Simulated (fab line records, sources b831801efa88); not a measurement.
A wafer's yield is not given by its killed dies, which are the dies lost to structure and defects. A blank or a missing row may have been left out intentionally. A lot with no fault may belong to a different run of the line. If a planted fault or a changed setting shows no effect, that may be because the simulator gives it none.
fab line records :: flow gf180mcu :: part 2 of 2: steps 28 to 40 of 40
record:
  lots: 5
  wafers: 15
  lastDay: 34
route steps=602 shown VT_IMPLANT@129 MVSD@136 NWELL@137 LVPWELL@138 MVPSD@139 DUAL_GATE@141 POLY_GATE@157
lots that met no fault: from a run of the same line without faults
startH: hours from the record's opening day to when the first of the lot's shown wafers began :: waitH: how many hours have passed since the lot's step before this one :: " same as the row above :: L1.1+2: one row covering several wafers at once :: - value missing, or start not given :: * or withheld: withheld :: < > ~ a bound
route shown NAME@n: a module of which the file shows steps, and the number in the route of the first :: usual: mean/standard deviation of fault-free wafers :: same: alike in all rows :: chamber/n: place in a boat :: sites: the reading at each site :: _std_site: how widely they spread, as a standard deviation :: _edge_site: the outer-site mean with the inner-site mean subtracted :: radiusMm: how far each site lies from the wafer's centre :: mask NAME#n: copy n :: behind: the tool/chamber that last shaped the wafer :: hold: why the lot was held/for how many hours/how that ended :: device: the transistor (n, p or np) that didn't switch :: end of line: the route-end tests of the same wafers :: a step without rows: its recipe alone :: killed: dies that structure and defects cost at the first sort, which is not the same as the wafer's yield :: map: per-die view of a wafer (x killed, . not killed, _ where there is no die)
set.NAME: the setting as run; set.NAME@STEP: as run at that earlier step :: model.NAME: the simulator's own value behind a step, which no gauge read
lots at selected steps of the route; one table per step, one row per wafer
services: from which hour (startH, from the record's first day; less than 0 if before it) a tool's chamber was out of use, for how many hours, and why
== steps ==
step: GF_DUAL_GATE_OXIDATION_15
recipe:
  tempC: 850
  ambient: O2
  stabiliseS: 600
  purgeS: 300
  targetThkA: 70.98
  oxTimeS: 1995
usual:
  zonePowerCentrePct: 16.9/1.1
lot.wafer: L078.1
tool: furnace-02
chamber: 0
startH: 202.44
waitH: 0.0
zonePowerCentrePct: 16.0

lot.wafer: L078.2
tool: furnace-02
chamber: 0
startH: 202.44
waitH: 0.0
zonePowerCentrePct: 15.8

lot.wafer: L078.6
tool: furnace-02
chamber: 0
startH: 202.44
waitH: 0.0
zonePowerCentrePct: 16.0

lot.wafer: L079.2
tool: furnace-02
chamber: 0
startH: 208.53
waitH: 0.0
zonePowerCentrePct: 15.9

lot.wafer: L079.3
tool: furnace-02
chamber: 0
startH: 208.53
waitH: 0.0
zonePowerCentrePct: 16.2

lot.wafer: L079.6
tool: furnace-02
chamber: 0
startH: 208.53
waitH: 0.0
zonePowerCentrePct: 16.3

lot.wafer: L082.1
tool: furnace-02
chamber: 0
startH: 231.24
waitH: 2.9
zonePowerCentrePct: 16.4

lot.wafer: L082.2
tool: furnace-02
chamber: 0
startH: 231.24
waitH: 2.9
zonePowerCentrePct: 15.8

lot.wafer: L082.6
tool: furnace-02
chamber: 0
startH: 231.24
waitH: 2.9
zonePowerCentrePct: 16.2

lot.wafer: L089.1
tool: furnace-02
chamber: 0
startH: 278.96
waitH: 0.0
zonePowerCentrePct: 16.0

lot.wafer: L089.3
tool: furnace-02
chamber: 0
startH: 278.96
waitH: 0.0
zonePowerCentrePct: 16.1

lot.wafer: L089.6
tool: furnace-02
chamber: 0
startH: 278.96
waitH: 0.0
zonePowerCentrePct: 16.2

lot.wafer: L092.2
tool: furnace-01
chamber: 0
startH: 319.09
waitH: 0.0
zonePowerCentrePct: 18.5

lot.wafer: L092.3
tool: furnace-01
chamber: 0
startH: 319.09
waitH: 0.0
zonePowerCentrePct: 18.6

lot.wafer: L092.5
tool: furnace-01
chamber: 0
startH: 319.09
waitH: 0.0
zonePowerCentrePct: 18.5
step: GF_POLY_GATE_CVD_00
recipe:
  material: poly-Si
  targetThkNm: 200
  tempC: 620
  timeS: 1200
  pressureMtorr: 200
usual:
  pressureMtorr: 200.0/0.39
  zonePowerCentrePct: 9.0/0.73
lot.wafer: L078.1
tool: lpcvd-01
chamber: 1
startH: 205.09
waitH: 1.1
pressureMtorr: 199.3
zonePowerCentrePct: 8.0

lot.wafer: L078.2
tool: lpcvd-01
chamber: 1
startH: 205.09
waitH: 1.1
pressureMtorr: 199.6
zonePowerCentrePct: 8.1

lot.wafer: L078.6
tool: lpcvd-01
chamber: 1
startH: 205.09
waitH: 1.1
pressureMtorr: 199.7
zonePowerCentrePct: 8.1

lot.wafer: L079.2
tool: lpcvd-01
chamber: 1
startH: 210.08
waitH: 0.0
pressureMtorr: 200.5
zonePowerCentrePct: 8.2

lot.wafer: L079.3
tool: lpcvd-01
chamber: 1
startH: 210.08
waitH: 0.0
pressureMtorr: 200.5
zonePowerCentrePct: 8.0

lot.wafer: L079.6
tool: lpcvd-01
chamber: 1
startH: 210.08
waitH: 0.0
pressureMtorr: 200.2
zonePowerCentrePct: 8.1

lot.wafer: L082.1
tool: lpcvd-01
chamber: 0
startH: 232.79
waitH: 0.0
pressureMtorr: 198.9
zonePowerCentrePct: 10.4

lot.wafer: L082.2
tool: lpcvd-01
chamber: 0
startH: 232.79
waitH: 0.0
pressureMtorr: 199.6
zonePowerCentrePct: 10.2

lot.wafer: L082.6
tool: lpcvd-01
chamber: 0
startH: 232.79
waitH: 0.0
pressureMtorr: 200.1
zonePowerCentrePct: 10.3

lot.wafer: L089.1
tool: lpcvd-02
chamber: 0
startH: 280.51
waitH: 0.0
pressureMtorr: 199.8
zonePowerCentrePct: 9.3

lot.wafer: L089.3
tool: lpcvd-02
chamber: 0
startH: 280.51
waitH: 0.0
pressureMtorr: 199.9
zonePowerCentrePct: 9.1

lot.wafer: L089.6
tool: lpcvd-02
chamber: 0
startH: 280.51
waitH: 0.0
pressureMtorr: 200.0
zonePowerCentrePct: 9.0

lot.wafer: L092.2
tool: lpcvd-02
chamber: 1
startH: 320.64
waitH: 0.0
pressureMtorr: 200.0
zonePowerCentrePct: 8.8

lot.wafer: L092.3
tool: lpcvd-02
chamber: 1
startH: 320.64
waitH: 0.0
pressureMtorr: 200.1
zonePowerCentrePct: 8.7

lot.wafer: L092.5
tool: lpcvd-02
chamber: 1
startH: 320.64
waitH: 0.0
pressureMtorr: 200.0
zonePowerCentrePct: 8.6
step: GF_POLY_GATE_THK_MEAS_01
recipe:
  reads: poly-Si_of_POLY_GATE_CVD_00
usual:
  POLY_GATE_CVD_00_THK: 201.0/1.8
lot.wafer: L078.1
tool: filmMetro-01
chamber: -
startH: 206.42
waitH: 0.0
POLY_GATE_CVD_00_THK[nm]: 198.2

lot.wafer: L078.2
tool: filmMetro-01
chamber: -
startH: 206.42
waitH: 0.0
POLY_GATE_CVD_00_THK[nm]: 199.1

lot.wafer: L078.6
tool: filmMetro-01
chamber: -
startH: 206.42
waitH: 0.0
POLY_GATE_CVD_00_THK[nm]: 197.5

lot.wafer: L079.2
tool: filmMetro-01
chamber: -
startH: 211.42
waitH: 0.0
POLY_GATE_CVD_00_THK[nm]: 197.9

lot.wafer: L079.3
tool: filmMetro-01
chamber: -
startH: 211.42
waitH: 0.0
POLY_GATE_CVD_00_THK[nm]: 196.9

lot.wafer: L079.6
tool: filmMetro-01
chamber: -
startH: 211.42
waitH: 0.0
POLY_GATE_CVD_00_THK[nm]: 197.7

lot.wafer: L082.1
tool: filmMetro-03
chamber: -
startH: 234.12
waitH: 0.0
POLY_GATE_CVD_00_THK[nm]: 201.4

lot.wafer: L082.2
tool: filmMetro-03
chamber: -
startH: 234.12
waitH: 0.0
POLY_GATE_CVD_00_THK[nm]: 203.7

lot.wafer: L082.6
tool: filmMetro-03
chamber: -
startH: 234.12
waitH: 0.0
POLY_GATE_CVD_00_THK[nm]: 203.9

lot.wafer: L089.1
tool: filmMetro-03
chamber: -
startH: 281.85
waitH: 0.0
POLY_GATE_CVD_00_THK[nm]: 200.8

lot.wafer: L089.3
tool: filmMetro-03
chamber: -
startH: 281.85
waitH: 0.0
POLY_GATE_CVD_00_THK[nm]: 199.0

lot.wafer: L089.6
tool: filmMetro-03
chamber: -
startH: 281.85
waitH: 0.0
POLY_GATE_CVD_00_THK[nm]: 200.3

lot.wafer: L092.2
tool: filmMetro-01
chamber: -
startH: 321.99
waitH: 0.0
POLY_GATE_CVD_00_THK[nm]: 199.1

lot.wafer: L092.3
tool: filmMetro-01
chamber: -
startH: 321.99
waitH: 0.0
POLY_GATE_CVD_00_THK[nm]: 201.0

lot.wafer: L092.5
tool: filmMetro-01
chamber: -
startH: 321.99
waitH: 0.0
POLY_GATE_CVD_00_THK[nm]: 199.8
step: GF_POLY_GATE_DEHYDRATE_02
recipe:
  tempC: 200
  timeS: 60
usual:
  plateTempC: 200.03/0.17
lot.wafer: L078.1
tool: lithoTrack-02
chamber: 0
startH: 215.15
waitH: 8.7
plateTempC: 199.71

lot.wafer: L078.2
tool: lithoTrack-02
chamber: 0
startH: 215.15
waitH: 8.7
plateTempC: 199.70

lot.wafer: L078.6
tool: lithoTrack-02
chamber: 0
startH: 215.15
waitH: 8.7
plateTempC: 200.02

lot.wafer: L079.2
tool: lithoTrack-04
chamber: 0
startH: 219.34
waitH: 7.9
plateTempC: 200.22

lot.wafer: L079.3
tool: lithoTrack-04
chamber: 0
startH: 219.34
waitH: 7.9
plateTempC: 199.94

lot.wafer: L079.6
tool: lithoTrack-04
chamber: 0
startH: 219.34
waitH: 7.9
plateTempC: 199.96

lot.wafer: L082.1
tool: lithoTrack-04
chamber: 0
startH: 242.51
waitH: 8.4
plateTempC: 200.05

lot.wafer: L082.2
tool: lithoTrack-04
chamber: 0
startH: 242.51
waitH: 8.4
plateTempC: 200.05

lot.wafer: L082.6
tool: lithoTrack-04
chamber: 0
startH: 242.51
waitH: 8.4
plateTempC: 200.32

lot.wafer: L089.1
tool: lithoTrack-03
chamber: 0
startH: 290.86
waitH: 9.0
plateTempC: 199.87

lot.wafer: L089.3
tool: lithoTrack-03
chamber: 0
startH: 290.86
waitH: 9.0
plateTempC: 199.91

lot.wafer: L089.6
tool: lithoTrack-03
chamber: 0
startH: 290.86
waitH: 9.0
plateTempC: 199.81

lot.wafer: L092.2
tool: lithoTrack-02
chamber: 0
startH: 332.22
waitH: 10.2
plateTempC: 199.86

lot.wafer: L092.3
tool: lithoTrack-02
chamber: 0
startH: 332.22
waitH: 10.2
plateTempC: 200.02

lot.wafer: L092.5
tool: lithoTrack-02
chamber: 0
startH: 332.22
waitH: 10.2
plateTempC: 199.96
step: GF_POLY_GATE_HMDS_03
recipe:
  primeTimeS: 60
  primeTempC: 120
lot.wafer: L078.1+2+6
tool: lithoTrack-02
chamber: 0
startH: 215.30
waitH: 0.1

lot.wafer: L079.2+3+6
tool: lithoTrack-04
chamber: 0
startH: 219.49
waitH: 0.1

lot.wafer: L082.1+2+6
tool: lithoTrack-04
chamber: 0
startH: 242.66
waitH: 0.1

lot.wafer: L089.1+3+6
tool: lithoTrack-03
chamber: 0
startH: 291.01
waitH: 0.1

lot.wafer: L092.2+3+5
tool: lithoTrack-02
chamber: 0
startH: 332.37
waitH: 0.1
step: GF_POLY_GATE_COAT_04
recipe:
  resist: BARC
  tempC: withheld
  timeS: withheld
  spinRpm: withheld
  resistThkNm: withheld
lot.wafer: L078.1+2+6
tool: lithoTrack-02
chamber: 0
startH: 215.45
waitH: 0.1

lot.wafer: L079.2+3+6
tool: lithoTrack-04
chamber: 0
startH: 219.64
waitH: 0.1

lot.wafer: L082.1+2+6
tool: lithoTrack-04
chamber: 0
startH: 242.81
waitH: 0.1

lot.wafer: L089.1+3+6
tool: lithoTrack-03
chamber: 0
startH: 291.16
waitH: 0.1

lot.wafer: L092.2+3+5
tool: lithoTrack-02
chamber: 0
startH: 332.52
waitH: 0.1
step: GF_POLY_GATE_COAT_05
recipe:
  resist: KrF
  spinRpm: withheld
  resistThkNm: 700
lot.wafer: L078.1+2+6
tool: lithoTrack-02
chamber: 0
startH: -
waitH: -

lot.wafer: L079.2+3+6
tool: lithoTrack-04
chamber: 0
startH: -
waitH: -

lot.wafer: L082.1+2+6
tool: lithoTrack-04
chamber: 0
startH: -
waitH: -

lot.wafer: L089.1+3+6
tool: lithoTrack-03
chamber: 0
startH: -
waitH: -

lot.wafer: L092.2+3+5
tool: lithoTrack-02
chamber: 0
startH: -
waitH: -
step: GF_POLY_GATE_SOFTBAKE_06
recipe:
  tempC: 130
  timeS: 60
  resist: KrF
usual:
  plateTempC: 130.01/0.14
lot.wafer: L078.1
tool: lithoTrack-02
chamber: 0
startH: -
waitH: -
plateTempC: 129.90

lot.wafer: L078.2
tool: lithoTrack-02
chamber: 0
startH: -
waitH: -
plateTempC: 130.05

lot.wafer: L078.6
tool: lithoTrack-02
chamber: 0
startH: -
waitH: -
plateTempC: 129.52

lot.wafer: L079.2
tool: lithoTrack-04
chamber: 0
startH: -
waitH: -
plateTempC: 130.20

lot.wafer: L079.3
tool: lithoTrack-04
chamber: 0
startH: -
waitH: -
plateTempC: 129.99

lot.wafer: L079.6
tool: lithoTrack-04
chamber: 0
startH: -
waitH: -
plateTempC: 130.08

lot.wafer: L082.1
tool: lithoTrack-04
chamber: 0
startH: -
waitH: -
plateTempC: 129.92

lot.wafer: L082.2
tool: lithoTrack-04
chamber: 0
startH: -
waitH: -
plateTempC: 129.92

lot.wafer: L082.6
tool: lithoTrack-04
chamber: 0
startH: -
waitH: -
plateTempC: 129.96

lot.wafer: L089.1
tool: lithoTrack-03
chamber: 0
startH: -
waitH: -
plateTempC: 130.10

lot.wafer: L089.3
tool: lithoTrack-03
chamber: 0
startH: -
waitH: -
plateTempC: 130.11

lot.wafer: L089.6
tool: lithoTrack-03
chamber: 0
startH: -
waitH: -
plateTempC: 130.04

lot.wafer: L092.2
tool: lithoTrack-02
chamber: 0
startH: -
waitH: -
plateTempC: 129.91

lot.wafer: L092.3
tool: lithoTrack-02
chamber: 0
startH: -
waitH: -
plateTempC: 129.90

lot.wafer: L092.5
tool: lithoTrack-02
chamber: 0
startH: -
waitH: -
plateTempC: 129.77
step: GF_POLY_GATE_EXPOSE_07
recipe:
  maskId: Poly2
  targetCdNm: 280
  na: 0.68
  sourceShape: conventional
  sigmaOuter: 0.6
  doseMj: 28
same:
  na: 0.68
lot.wafer: L078.1+2+6
tool: krfScanner-01
chamber: 0
startH: -
waitH: -
mask: Poly2#0

lot.wafer: L079.2+3+6
tool: krfScanner-01
chamber: 0
startH: -
waitH: -
mask: Poly2#0

lot.wafer: L082.1+2+6
tool: krfScanner-01
chamber: 0
startH: -
waitH: -
mask: Poly2#0

lot.wafer: L089.1+3+6
tool: krfScanner-01
chamber: 0
startH: -
waitH: -
mask: Poly2#0

lot.wafer: L092.2+3+5
tool: krfScanner-02
chamber: 0
startH: -
waitH: -
mask: Poly2#0
step: GF_POLY_GATE_PEB_08
recipe:
  pebTempC: 135
  pebTimeS: 90
  resist: KrF
usual:
  plateTempC: 135.03/0.15
lot.wafer: L078.1
tool: lithoTrack-03
chamber: 0
startH: -
waitH: -
plateTempC: 134.97

lot.wafer: L078.2
tool: lithoTrack-03
chamber: 0
startH: -
waitH: -
plateTempC: 134.93

lot.wafer: L078.6
tool: lithoTrack-03
chamber: 0
startH: -
waitH: -
plateTempC: 135.07

lot.wafer: L079.2
tool: lithoTrack-04
chamber: 0
startH: -
waitH: -
plateTempC: 134.77

lot.wafer: L079.3
tool: lithoTrack-04
chamber: 0
startH: -
waitH: -
plateTempC: 134.93

lot.wafer: L079.6
tool: lithoTrack-04
chamber: 0
startH: -
waitH: -
plateTempC: 135.05

lot.wafer: L082.1
tool: lithoTrack-03
chamber: 0
startH: -
waitH: -
plateTempC: 135.13

lot.wafer: L082.2
tool: lithoTrack-03
chamber: 0
startH: -
waitH: -
plateTempC: 135.25

lot.wafer: L082.6
tool: lithoTrack-03
chamber: 0
startH: -
waitH: -
plateTempC: 134.94

lot.wafer: L089.1
tool: lithoTrack-04
chamber: 0
startH: -
waitH: -
plateTempC: 135.26

lot.wafer: L089.3
tool: lithoTrack-04
chamber: 0
startH: -
waitH: -
plateTempC: 135.29

lot.wafer: L089.6
tool: lithoTrack-04
chamber: 0
startH: -
waitH: -
plateTempC: 135.11

lot.wafer: L092.2
tool: lithoTrack-03
chamber: 0
startH: -
waitH: -
plateTempC: 134.77

lot.wafer: L092.3
tool: lithoTrack-03
chamber: 0
startH: -
waitH: -
plateTempC: 134.77

lot.wafer: L092.5
tool: lithoTrack-03
chamber: 0
startH: -
waitH: -
plateTempC: 134.76
step: GF_POLY_GATE_DEVELOP_09
recipe:
  developTimeS: 60
  resist: KrF
  devTempC: 21
lot.wafer: L078.1+2+6
tool: lithoTrack-03
chamber: 0
startH: 224.76
waitH: 0.2

lot.wafer: L079.2+3+6
tool: lithoTrack-04
chamber: 0
startH: 229.34
waitH: 0.2

lot.wafer: L082.1+2+6
tool: lithoTrack-03
chamber: 0
startH: 252.21
waitH: 0.2

lot.wafer: L089.1+3+6
tool: lithoTrack-04
chamber: 0
startH: 301.26
waitH: 0.2

lot.wafer: L092.2+3+5
tool: lithoTrack-03
chamber: 0
startH: 342.84
waitH: 0.2
step: GF_POLY_GATE_CD_MEAS_10
recipe:
  targetCdNm: 280
usual:
  cdNm: 279.9/1.2
lot.wafer: L078.1
tool: cdSem-02
chamber: -
startH: 224.91
waitH: 0.1
cdNm: 278.0

lot.wafer: L078.2
tool: cdSem-02
chamber: -
startH: 224.91
waitH: 0.1
cdNm: 278.6

lot.wafer: L078.6
tool: cdSem-02
chamber: -
startH: 224.91
waitH: 0.1
cdNm: 278.0

lot.wafer: L079.2
tool: cdSem-02
chamber: -
startH: 229.48
waitH: 0.1
cdNm: 280.9

lot.wafer: L079.3
tool: cdSem-02
chamber: -
startH: 229.48
waitH: 0.1
cdNm: 280.3

lot.wafer: L079.6
tool: cdSem-02
chamber: -
startH: 229.48
waitH: 0.1
cdNm: 281.1

lot.wafer: L082.1
tool: cdSem-01
chamber: -
startH: 252.36
waitH: 0.1
cdNm: 279.2

lot.wafer: L082.2
tool: cdSem-01
chamber: -
startH: 252.36
waitH: 0.1
cdNm: 278.7

lot.wafer: L082.6
tool: cdSem-01
chamber: -
startH: 252.36
waitH: 0.1
cdNm: 277.5

lot.wafer: L089.1
tool: cdSem-02
chamber: -
startH: 301.41
waitH: 0.1
cdNm: 281.5

lot.wafer: L089.3
tool: cdSem-02
chamber: -
startH: 301.41
waitH: 0.1
cdNm: 281.8

lot.wafer: L089.6
tool: cdSem-02
chamber: -
startH: 301.41
waitH: 0.1
cdNm: 282.6

lot.wafer: L092.2
tool: cdSem-01
chamber: -
startH: 342.98
waitH: 0.1
cdNm: 281.0

lot.wafer: L092.3
tool: cdSem-01
chamber: -
startH: 342.98
waitH: 0.1
cdNm: 280.2

lot.wafer: L092.5
tool: cdSem-01
chamber: -
startH: 342.98
waitH: 0.1
cdNm: 280.5
step: GF_POLY_GATE_OVL_MEAS_11
usual:
  POLY_GATE_OVL: 2/4.7
lot.wafer: L078.1
tool: overlay-01
chamber: -
startH: 225.03
waitH: 0.1
POLY_GATE_OVL[nm]: 0

lot.wafer: L078.2
tool: overlay-01
chamber: -
startH: 225.03
waitH: 0.1
POLY_GATE_OVL[nm]: -9

lot.wafer: L078.6
tool: overlay-01
chamber: -
startH: 225.03
waitH: 0.1
POLY_GATE_OVL[nm]: -4

lot.wafer: L079.2
tool: overlay-02
chamber: -
startH: 229.59
waitH: 0.1
POLY_GATE_OVL[nm]: 6

lot.wafer: L079.3
tool: overlay-02
chamber: -
startH: 229.59
waitH: 0.1
POLY_GATE_OVL[nm]: 4

lot.wafer: L079.6
tool: overlay-02
chamber: -
startH: 229.59
waitH: 0.1
POLY_GATE_OVL[nm]: 6

lot.wafer: L082.1
tool: overlay-02
chamber: -
startH: 252.48
waitH: 0.1
POLY_GATE_OVL[nm]: 6

lot.wafer: L082.2
tool: overlay-02
chamber: -
startH: 252.48
waitH: 0.1
POLY_GATE_OVL[nm]: -1

lot.wafer: L082.6
tool: overlay-02
chamber: -
startH: 252.48
waitH: 0.1
POLY_GATE_OVL[nm]: 6

lot.wafer: L089.1
tool: overlay-01
chamber: -
startH: 301.53
waitH: 0.1
POLY_GATE_OVL[nm]: -1

lot.wafer: L089.3
tool: overlay-01
chamber: -
startH: 301.53
waitH: 0.1
POLY_GATE_OVL[nm]: 0

lot.wafer: L089.6
tool: overlay-01
chamber: -
startH: 301.53
waitH: 0.1
POLY_GATE_OVL[nm]: 6

lot.wafer: L092.2
tool: overlay-01
chamber: -
startH: 343.09
waitH: 0.1
POLY_GATE_OVL[nm]: 8

lot.wafer: L092.3
tool: overlay-01
chamber: -
startH: 343.09
waitH: 0.1
POLY_GATE_OVL[nm]: -4

lot.wafer: L092.5
tool: overlay-01
chamber: -
startH: 343.09
waitH: 0.1
POLY_GATE_OVL[nm]: 0
== services ==
tool: ilineStepper-02
chamber: -
startH: 159.60
hours: 1.7
kind: pm

tool: ilineStepper-02
chamber: -
startH: 166.59
hours: 1.9
kind: repair

tool: ilineStepper-02
chamber: -
startH: 185.10
hours: 4.4
kind: pm

tool: krfScanner-01
chamber: -
startH: 187.04
hours: 3.6
kind: pm

tool: lpcvd-02
chamber: -
startH: 194.09
hours: 6.1
kind: pm

tool: lpcvd-02
chamber: -
startH: 200.20
hours: 17.2
kind: pm

tool: furnace-01
chamber: -
startH: 215.78
hours: 3.1
kind: pm

tool: furnace-02
chamber: -
startH: 219.51
hours: 3.2
kind: pm

tool: krfScanner-01
chamber: -
startH: 227.57
hours: 0.8
kind: pm

tool: implanter-01
chamber: -
startH: 239.80
hours: 2.4
kind: repair

tool: furnace-02
chamber: -
startH: 246.87
hours: 3.7
kind: pm

tool: implanter-04
chamber: -
startH: 248.72
hours: 4.1
kind: pm

tool: plasmaAsher-01
chamber: -
startH: 254.43
hours: 0.4
kind: repair

tool: ilineStepper-01
chamber: -
startH: 267.33
hours: 28.9
kind: pm

tool: implanter-04
chamber: -
startH: 281.70
hours: 2.3
kind: repair

tool: plasmaAsher-01
chamber: -
startH: 292.08
hours: 0.5
kind: repair

tool: implanter-04
chamber: -
startH: 295.44
hours: 1.9
kind: repair

tool: wetBench-03
chamber: -
startH: 301.21
hours: 34.6
kind: pm

tool: plasmaAsher-01
chamber: -
startH: 304.34
hours: 0.5
kind: repair

tool: krfScanner-01
chamber: -
startH: 315.92
hours: 4.0
kind: pm

tool: krfScanner-01
chamber: -
startH: 321.80
hours: 1.3
kind: pm

tool: krfScanner-01
chamber: -
startH: 325.33
hours: 1.0
kind: pm

tool: lpcvd-01
chamber: -
startH: 329.86
hours: 1.3
kind: repair

tool: krfScanner-01
chamber: -
startH: 339.64
hours: 0.8
kind: pm
